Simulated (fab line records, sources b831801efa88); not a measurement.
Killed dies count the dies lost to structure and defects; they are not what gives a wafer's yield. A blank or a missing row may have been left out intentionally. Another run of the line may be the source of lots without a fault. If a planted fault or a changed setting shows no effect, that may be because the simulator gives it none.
Which tool was responsible? | flow gf180mcu | Sampling: 14 lots, 42 wafers, 3 of 602 route steps

== WHAT THE GAUGES READ, wafer by wafer ==
GF_HV_LDD_CD_MEAS_19: the cd target is 400 nm.
lot  | measured     | on        | cd nm (nm)
L397 | day 10 20:10 | cd sem-02 | 398.3 399.6 398.6
L402 | day 12 08:10 | cd sem-02 | 398.8 400.0 398.5
L404 | day 13 02:47 | cd sem-02 | 399.0 397.6 395.1
L405 | day 13 09:01 | cd sem-01 | 402.1 399.6 402.4
L406 | day 13 14:45 | cd sem-02 | 400.9 403.0 404.9
L407 | day 14 01:50 | cd sem-01 | 399.9 398.9 400.9
L408 | day 14 08:46 | cd sem-02 | 399.5 400.7 402.4
L413 | day 15 18:31 | cd sem-01 | 398.7 397.9 399.4
L414 | day 16 02:30 | cd sem-01 | 396.1 399.1 398.4
L415 | day 16 11:26 | cd sem-02 | 399.8 396.9 399.5
L417 | day 17 04:41 | cd sem-02 | 402.1 399.6 398.6
L418 | day 17 06:40 | cd sem-01 | 400.4 400.3 400.9
L419 | day 17 14:49 | cd sem-02 | 403.5 405.3 407.5
L420 | day 18 01:08 | cd sem-02 | 405.3 405.2 404.9

GF_NSD_OVL_MEAS_08.
lot  | measured     | on         | NSD_OVL (nm)
L397 | day 13 08:35 | overlay-01 | 0.7 0.9 0.4
L402 | day 15 01:23 | overlay-02 | 3.0 2.2 0.5
L404 | day 15 21:12 | overlay-02 | -0.6 -1.2 -1.3
L405 | day 16 04:53 | overlay-02 | 0.2 2.4 1.9
L406 | day 16 10:17 | overlay-01 | 1.6 0.1 1.0
L407 | day 16 23:53 | overlay-02 | 1.7 0.8 -1.6
L408 | day 17 05:53 | overlay-02 | -0.1 0.7 -0.5
L413 | day 18 19:11 | overlay-01 | 0.3 -0.2 0.3
L414 | day 19 06:12 | overlay-01 | 293.0 296.2 296.0 292.8 295.6 295.3
L415 | day 19 13:45 | overlay-02 | 296.0 295.8 296.1 295.3 295.4 295.5
L417 | day 20 08:37 | overlay-01 | 0.9 0.8 0.0
L418 | day 20 10:32 | overlay-02 | -0.4 -2.2 0.2
L419 | day 20 18:29 | overlay-02 | 1.2 -0.5 -1.0
L420 | day 21 06:12 | overlay-01 | 0.0 -0.2 1.5

== WHICH TOOL RAN EACH LOT (tool, then ch and the chambers of the sampled wafers, then the start) ==
lot  | GF_NSD_EXPOSE_04
L397 | iline stepper-01 ch 0, day 12 22:47
L402 | iline stepper-01 ch 0, day 14 14:43
L404 | iline stepper-02 ch 0, day 15 10:16
L405 | iline stepper-01 ch 0, day 15 18:16
L406 | iline stepper-01 ch 0, day 15 23:04
L407 | iline stepper-01 ch 0, day 16 12:38
L408 | iline stepper-02 ch 0, day 16 19:08
L413 | iline stepper-02 ch 0, day 18 06:59
L414 | iline stepper-02 ch 0, day 18 18:13
L415 | iline stepper-02 ch 0, day 19 02:04
L417 | iline stepper-01 ch 0, day 19 20:44
L418 | iline stepper-01 ch 0, day 19 22:19
L419 | iline stepper-01 ch 0, day 20 06:34
L420 | iline stepper-01 ch 0, day 20 18:05
- GF_NSD_EXPOSE_04: exposes mask Nplus, target cd 400 nm.

== WHAT THE TOOLS THEMSELVES READ (means of the sampled wafers that have a number; where no wafer has one, the mark that the record gives instead) ==
The record holds no such reading with a usual standard deviation.

== THE ANSWER, worked out from the rows above alone ==
Rule: the lots themselves supply what counts as usual. Put in order of their means at a reading, lots are off if they are a third of the lots or fewer, leave a main group of 4 or more, and stand apart from it by a gap of 3 or more times the standard deviation of the main group's means; of several such gaps the widest counts. Not used: any main group whose means are identical at the precision the tables above print for the reading. A lot without any number at a reading at which 4 lots or more have one is off too. Any other lot the step has rows for is counted as sound. The gauges are gone through in route order, then the tools' own readings, and for those a lot's mean is taken as printed above. At the first step where some lot is off, the reading lying furthest off is the one used; lots without a number count as furthest.
Off: at GF_NSD_OVL_MEAS_08 (NSD_OVL), L414, L415. The main group has a mean of 0.4 nm with a standard deviation of 0.8.
If a tool, at a process step before that reading, ran all the lots that are off and no sound lot after the first of them, it fits. The gauges at GF_NSD_OVL_MEAS_08 are tried like those tools. One candidate fits, namely iline stepper-02 at GF_NSD_EXPOSE_04. A fault onset in the window from L413 (day 18 06:59, its last sound lot) to L414 (day 18 18:13, its first lot off) fits.

== WHAT HAD BEEN PUT IN BY THE SIMULATOR ==
Scanner matching overlay: iline stepper-02, from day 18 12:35 on, at GF_NSD_EXPOSE_04. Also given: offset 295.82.
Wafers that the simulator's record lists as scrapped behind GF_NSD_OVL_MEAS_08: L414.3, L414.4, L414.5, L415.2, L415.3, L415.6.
Lots struck among those shown: L414, L415. The rule above found the same.
